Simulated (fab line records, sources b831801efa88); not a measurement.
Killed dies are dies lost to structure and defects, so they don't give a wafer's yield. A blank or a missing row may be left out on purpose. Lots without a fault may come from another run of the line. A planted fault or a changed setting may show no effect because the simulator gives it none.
Which tool did it? | flow gf180mcu | 14 lots, 42 wafers sampled, at 6 steps of a route of 602

WHAT THE GAUGES READ, wafer by wafer
GF_PSD_TW_MEAS_11. Usual: PSD_TW 3160, standard deviation 36.
lot  | measured     | on            | PSD_TW                        | flag
L596 | day 14 03:53 | film_metro-04 | 3229 3248 3236                |
L600 | day 15 09:25 | film_metro-02 | 3182 3169 3155                |
L603 | day 16 15:58 | film_metro-01 | 2955 2949 2956 2958 2947 2956 | OFF
L604 | day 17 02:34 | film_metro-01 | 2935 2945 2934 2940 2948 2940 | OFF
L605 | day 17 08:08 | film_metro-02 | 3181 3185 3176                |
L607 | day 18 02:43 | film_metro-01 | 3147 3124 3136                |
L609 | day 19 04:41 | film_metro-02 | 3184 3171 3173                |
L610 | day 19 16:40 | film_metro-01 | 3142 3135 3137                |
L611 | day 19 22:07 | film_metro-01 | 3136 3139 3129                |
L612 | day 20 02:13 | film_metro-01 | 3112 3137 3115                |
L614 | day 20 20:58 | film_metro-01 | 3125 3137 3119                |
L616 | day 21 09:58 | film_metro-01 | 3117 3126 3134                |
L617 | day 21 14:28 | film_metro-01 | 3121 3127 3111                |
L619 | day 22 04:49 | film_metro-04 | 3176 3184 3197                |

GF_PSD_RS_MEAS_15: measures by four-point-probe. Usual: PSD_RS 108.45 ohm/sq, standard deviation 0.29.
lot  | measured     | on            | PSD_RS (ohm/sq)                           | flag
L596 | day 14 04:13 | film_metro-01 | 107.96 108.26 108.50                      |
L600 | day 15 09:44 | film_metro-04 | 108.51 108.55 108.80                      |
L603 | day 16 21:38 | film_metro-02 | 121.02 121.44 121.10 121.05 120.99 121.30 | OFF
L604 | day 17 08:56 | film_metro-01 | 122.23 121.74 121.65 122.20 121.58 121.79 | OFF
L605 | day 17 08:28 | film_metro-04 | 107.92 108.13 108.30                      |
L607 | day 18 03:02 | film_metro-04 | 108.23 108.67 108.07                      |
L609 | day 19 05:00 | film_metro-02 | 108.26 108.15 108.44                      |
L610 | day 19 16:59 | film_metro-02 | 108.51 108.78 109.11                      |
L611 | day 19 22:26 | film_metro-02 | 108.19 108.68 108.76                      |
L612 | day 20 02:32 | film_metro-04 | 108.11 108.07 108.08                      |
L614 | day 20 21:17 | film_metro-02 | 108.29 108.52 108.13                      |
L616 | day 21 10:17 | film_metro-02 | 108.37 108.31 108.28                      |
L617 | day 21 14:47 | film_metro-04 | 108.29 108.25 108.33                      |
L619 | day 22 05:07 | film_metro-02 | 108.10 108.28 107.93                      |

WHICH TOOL RAN EACH LOT (tool, then ch and the chambers of the sampled wafers, then the start)
lot  | GF_HV_LDD_STRIP_37                   | GF_HV_LDD_RTA_52                 | GF_PSD_IMPLANT_09               | GF_PSD_STRIP_10
L596 | plasma_asher-04 ch 0,1, day 11 11:40 | rtp_anneal-01 ch 0, day 12 07:44 | implanter-04 ch 0, day 14 03:39 | plasma_asher-02 ch 0,1, day 14 03:46
L600 | plasma_asher-03 ch 0,1, day 12 14:34 | rtp_anneal-02 ch 0, day 13 10:53 | implanter-04 ch 0, day 15 09:11 | plasma_asher-04 ch 0, day 15 09:19
L603 | plasma_asher-04 ch 0,1, day 13 18:17 | rtp_anneal-02 ch 0, day 14 15:47 | implanter-04 ch 0, day 16 15:43 | plasma_asher-02 ch 0,1, day 16 15:52
L604 | plasma_asher-02 ch 0, day 14 04:34   | rtp_anneal-01 ch 0, day 15 02:19 | implanter-04 ch 0, day 17 02:19 | plasma_asher-01 ch 0,1, day 17 02:28
L605 | plasma_asher-04 ch 0,1, day 14 10:40 | rtp_anneal-01 ch 0, day 15 08:44 | implanter-02 ch 0, day 17 07:54 | plasma_asher-01 ch 0,1, day 17 08:01
L607 | plasma_asher-03 ch 1, day 15 04:05   | rtp_anneal-02 ch 0, day 16 02:26 | implanter-01 ch 0, day 18 02:29 | plasma_asher-04 ch 0,1, day 18 02:36
L609 | plasma_asher-02 ch 0,1, day 16 04:31 | rtp_anneal-01 ch 0, day 17 02:31 | implanter-01 ch 0, day 19 04:27 | plasma_asher-04 ch 0,1, day 19 04:34
L610 | plasma_asher-04 ch 0,1, day 16 14:44 | rtp_anneal-02 ch 0, day 17 13:37 | implanter-01 ch 0, day 19 16:26 | plasma_asher-04 ch 0, day 19 16:33
L611 | plasma_asher-02 ch 1, day 16 19:18   | rtp_anneal-01 ch 0, day 17 18:52 | implanter-04 ch 0, day 19 21:52 | plasma_asher-02 ch 0,1, day 19 22:01
L612 | plasma_asher-04 ch 0,1, day 17 00:18 | rtp_anneal-02 ch 0, day 17 23:25 | implanter-02 ch 0, day 20 01:58 | plasma_asher-01 ch 0,1, day 20 02:07
L614 | plasma_asher-02 ch 0,1, day 17 16:37 | rtp_anneal-02 ch 0, day 18 16:53 | implanter-02 ch 0, day 20 20:44 | plasma_asher-02 ch 0,1, day 20 20:51
L616 | plasma_asher-04 ch 0,1, day 18 06:36 | rtp_anneal-01 ch 0, day 19 06:45 | implanter-04 ch 0, day 21 09:44 | plasma_asher-04 ch 0,1, day 21 09:51
L617 | plasma_asher-02 ch 0,1, day 18 10:15 | rtp_anneal-02 ch 0, day 19 11:01 | implanter-02 ch 0, day 21 14:14 | plasma_asher-02 ch 0,1, day 21 14:21
L619 | plasma_asher-04 ch 0,1, day 19 00:54 | rtp_anneal-01 ch 0, day 20 01:25 | implanter-01 ch 0, day 22 04:34 | plasma_asher-02 ch 0,1, day 22 04:43
- GF_HV_LDD_STRIP_37: strips in O2/N2.
- GF_HV_LDD_RTA_52: time 10 s.
- GF_PSD_IMPLANT_09
- GF_PSD_STRIP_10: strips in O2/N2.

WHAT THE TOOLS THEMSELVES READ (means of the sampled wafers that have a number; where no wafer has one, the mark that the record gives instead)
GF_HV_LDD_STRIP_37. Usual: drypump_motor_current_A 5.8 A, standard deviation 0.47; heater_power_w 305 W, standard deviation 22; oes_product_au 0.717 a.u., standard deviation 0.0046; strip_time_to_endpoint_s 12.61 s, standard deviation 0.039.
lot  | tool            | drypump_motor_current_A (A) | heater_power_w (W) | oes_product_au (a.u.) | strip_time_to_endpoint_s (s) | flag
L596 | plasma_asher-04 | 6.3                         | 305                | 0.716                 | 12.63                        |
L600 | plasma_asher-03 | 5.7                         | 340                | 0.716                 | 12.64                        |
L603 | plasma_asher-04 | 6.3                         | 299                | 0.715                 | 12.60                        |
L604 | plasma_asher-02 | 5.9                         | 292                | 0.718                 | 12.53                        |
L605 | plasma_asher-04 | 5.9                         | 302                | 0.717                 | 12.59                        |
L607 | plasma_asher-03 | 6.0                         | 332                | 0.715                 | 12.61                        |
L609 | plasma_asher-02 | 5.8                         | 288                | 0.723                 | 12.57                        |
L610 | plasma_asher-04 | 6.3                         | 308                | 0.715                 | 12.66                        |
L611 | plasma_asher-02 | 5.7                         | 280                | 0.717                 | 12.62                        |
L612 | plasma_asher-04 | 6.3                         | 304                | 0.722                 | 12.56                        |
L614 | plasma_asher-02 | 5.8                         | 291                | 0.715                 | 12.62                        |
L616 | plasma_asher-04 | 6.3                         | 308                | 0.711                 | 12.59                        |
L617 | plasma_asher-02 | 5.8                         | 290                | 0.720                 | 12.63                        |
L619 | plasma_asher-04 | 5.9                         | 304                | 0.719                 | 12.66                        |

GF_HV_LDD_RTA_52. Usual: anneal_temp_c_max 1003.9, standard deviation 1.4; lamp_power_pct 33.1 %, standard deviation 2.6; wafer_temp_C_max 1006.0, standard deviation 1.4.
lot  | tool          | anneal_temp_c_max | lamp_power_pct (%) | wafer_temp_C_max | flag
L596 | rtp_anneal-01 | 1002.8            | 30.5               | 1007.0           |
L600 | rtp_anneal-02 | 1004.8            | 35.7               | 1006.6           |
L603 | rtp_anneal-02 | 1004.8            | 35.6               | 1005.2           |
L604 | rtp_anneal-01 | 1002.7            | 30.5               | 1006.6           |
L605 | rtp_anneal-01 | 1003.4            | 30.5               | 1007.2           |
L607 | rtp_anneal-02 | 1004.8            | 35.6               | 1007.0           |
L609 | rtp_anneal-01 | 1003.0            | 30.5               | 1008.4           |
L610 | rtp_anneal-02 | 1005.7            | 35.6               | 1004.7           |
L611 | rtp_anneal-01 | 1002.5            | 30.5               | 1005.3           |
L612 | rtp_anneal-02 | 1005.9            | 35.7               | 1005.7           |
L614 | rtp_anneal-02 | 1004.0            | 35.6               | 1004.7           |
L616 | rtp_anneal-01 | 1003.5            | 30.5               | 1006.1           |
L617 | rtp_anneal-02 | 1005.3            | 35.6               | 1005.2           |
L619 | rtp_anneal-01 | 1001.9            | 30.5               | 1006.7           |

GF_PSD_IMPLANT_09. Usual: beam_energy_keV 39.998, standard deviation 0.012.
lot  | tool         | beam_energy_keV | flag
L596 | implanter-04 | 39.993          |
L600 | implanter-04 | 39.974          |
L603 | implanter-04 | 31.504          | OFF
L604 | implanter-04 | 31.500          | OFF
L605 | implanter-02 | 39.998          |
L607 | implanter-01 | 39.990          |
L609 | implanter-01 | 39.984          |
L610 | implanter-01 | 40.002          |
L611 | implanter-04 | 40.002          |
L612 | implanter-02 | 39.996          |
L614 | implanter-02 | 40.002          |
L616 | implanter-04 | 39.987          |
L617 | implanter-02 | 40.011          |
L619 | implanter-01 | 40.013          |

GF_PSD_STRIP_10. Usual: drypump_motor_current_A 5.8 A, standard deviation 0.45; heater_power_w 307 W, standard deviation 23; oes_product_au 0.592 a.u., standard deviation 0.0045; strip_time_to_endpoint_s 16.54 s, standard deviation 0.04.
lot  | tool            | drypump_motor_current_A (A) | heater_power_w (W) | oes_product_au (a.u.) | strip_time_to_endpoint_s (s) | flag
L596 | plasma_asher-02 | 5.8                         | 285                | 0.594                 | 16.57                        |
L600 | plasma_asher-04 | 6.7                         | 312                | 0.592                 | 16.51                        |
L603 | plasma_asher-02 | 5.8                         | 288                | 0.609                 | 15.74                        | OFF
L604 | plasma_asher-01 | 5.4                         | 343                | 0.614                 | 15.74                        | OFF
L605 | plasma_asher-01 | 5.6                         | 339                | 0.593                 | 16.54                        |
L607 | plasma_asher-04 | 5.9                         | 299                | 0.589                 | 16.58                        |
L609 | plasma_asher-04 | 6.3                         | 302                | 0.590                 | 16.51                        |
L610 | plasma_asher-04 | 6.7                         | 308                | 0.594                 | 16.55                        |
L611 | plasma_asher-02 | 5.8                         | 286                | 0.595                 | 16.54                        |
L612 | plasma_asher-01 | 5.4                         | 342                | 0.590                 | 16.49                        |
L614 | plasma_asher-02 | 5.7                         | 289                | 0.593                 | 16.57                        |
L616 | plasma_asher-04 | 5.9                         | 303                | 0.590                 | 16.55                        |
L617 | plasma_asher-02 | 5.8                         | 286                | 0.597                 | 16.53                        |
L619 | plasma_asher-02 | 5.7                         | 289                | 0.590                 | 16.52                        |

THE ANSWER, worked out from the rows above alone
Rule: a lot is off if the mean of its wafers that have a number lies more than 3 standard deviations from the usual mean. A lot without any number at a reading at which 4 lots or more have one is off too. The other lots that the step has rows for count as sound. The gauges are gone through in route order, then the tools' own readings, and for those a lot's mean is taken as printed above. The first step at which some lot is off is used, and at that step the reading that is off furthest; a lot without a number counts as furthest.
Off: L603, L604, at GF_PSD_TW_MEAS_11 (PSD_TW).
A tool fits if, at a process step before that reading, it ran every lot that is off, and no sound lot after the first of them. The gauges at GF_PSD_TW_MEAS_11 aren't tried: what is off there is off at GF_PSD_IMPLANT_09 too, on other tools, and a gauge's error can't cause that. None of those tried fits.

WHAT THE SIMULATOR HAD PUT IN
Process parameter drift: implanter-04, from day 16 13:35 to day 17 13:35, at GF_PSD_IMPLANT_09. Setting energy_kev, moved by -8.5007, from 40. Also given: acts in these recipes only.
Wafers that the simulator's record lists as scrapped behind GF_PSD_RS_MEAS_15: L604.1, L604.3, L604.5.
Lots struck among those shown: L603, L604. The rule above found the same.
